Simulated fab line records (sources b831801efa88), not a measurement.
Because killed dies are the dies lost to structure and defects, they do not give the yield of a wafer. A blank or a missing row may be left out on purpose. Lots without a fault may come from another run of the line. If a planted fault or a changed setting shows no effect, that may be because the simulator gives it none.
A struck lot beside a sound one ; flow gf180mcu ; 15 out of 602 route steps
Sound: wafers L682.2, L682.3, L682.4. Wafers struck: L689.1, L689.2, L689.3. The cause comes at the end.
Per side, at each step with rows, come the tool, then ch with its chambers, and then its first start. Under that, the readings that differ: sound wafers ; struck wafers ; difference of the means ; sigmas: that difference in standard deviations of wafers without a fault.
alike: words and numbers the same on both sides, and readings whose means are apart by under 2 such deviations; not compared: readings that were withheld, readings missing a value for some wafer, numbers with overlapping values and no deviation given by the record, and bounds like >300 which may hide the same value.
A row with sigmas, a row that says differs or no value, or rows on one side alone: a step with any of these is where the two part. Non-overlapping numbers with no deviation appear without sigmas and do not part them. Lack of a reading on every wafer of one side parts them only where that side has two or more wafers.

first, 6 steps without rows for these wafers: GF_HV_LDD_HMDS_40 (prime time 60 s); GF_HV_LDD_COAT_41 (resist thk 1000 nm); GF_HV_LDD_SOFTBAKE_42 (time 60 s); GF_HV_LDD_EXPOSE_43 (exposes mask Pplus HV AREA, target cd 400 nm); GF_HV_LDD_PEB_44; GF_HV_LDD_DEVELOP_45 (develop time 60 s).
GF_HV_LDD_CD_MEAS_46 targets a cd of 400 nm.
  sound on cd-sem-01 at day 14 00:59; struck on cd-sem-01 at day 16 06:16
  alike: cd-nm
GF_HV_LDD_OVL_MEAS_47:
  sound on overlay-02 at day 14 01:05; struck on overlay-02 at day 16 06:23
  alike: HV_LDD_03_OVL
next, for these wafers, 1 step has no rows: GF_HV_LDD_IMPLANT_48.
GF_HV_LDD_STRIP_49: strips in O2/N2.
  sound on plasma-asher-02 ch 0,1, day 14 01:16; struck on plasma-asher-01 ch 0,1, day 16 06:34
  alike: drypump-motor-current-A, heater-power-w, oes-product-au, platen-temp-c, strip-time-to-endpoint-s
  not compared: rf-hours-counter-h
GF_HV_LDD_TW_MEAS_50:
  sound on film-metro-04 at day 14 01:23; struck on film-metro-03 at day 16 06:40
  alike: HV_LDD_4_TW
then, 1 step without rows for these wafers: GF_HV_LDD_CLEAN_51 (cleans in SC1/SC2, time 150 s).
GF_HV_LDD_RTA_52: time 10 s.
  struck on rtp-anneal-01, day 16 06:46; sound on rtp-anneal-01 ch 0, day 14 01:30
  no value came back on the struck wafers for anneal-temp-c-max, chamber-o2-ppm, lamp-power-pct (%), wafer_temp_C_max; on the sound wafers anneal-temp-c-max reads 1003.8 1004.4 1003.8
GF_HV_LDD_RS_MEAS_53: a four-point-probe measurement.
  sound on film-metro-03 at day 14 01:38; struck on film-metro-04 at day 16 06:50
reading;sound;struck;difference;sigmas
HV_LDD_RS (ohm/sq);417.7 416.7 417.8;- - -;no value on the struck wafers;
then, 1 step without rows for these wafers: GF_HV_LDD_CVD_54 (deposits SiO2 from TEOS, target thk 10 nm, time 75 s).

== WHERE THEY PART ==
First at GF_HV_LDD_RTA_52; last, within this record, at GF_HV_LDD_RS_MEAS_53.

WHY: whatever the simulator had introduced
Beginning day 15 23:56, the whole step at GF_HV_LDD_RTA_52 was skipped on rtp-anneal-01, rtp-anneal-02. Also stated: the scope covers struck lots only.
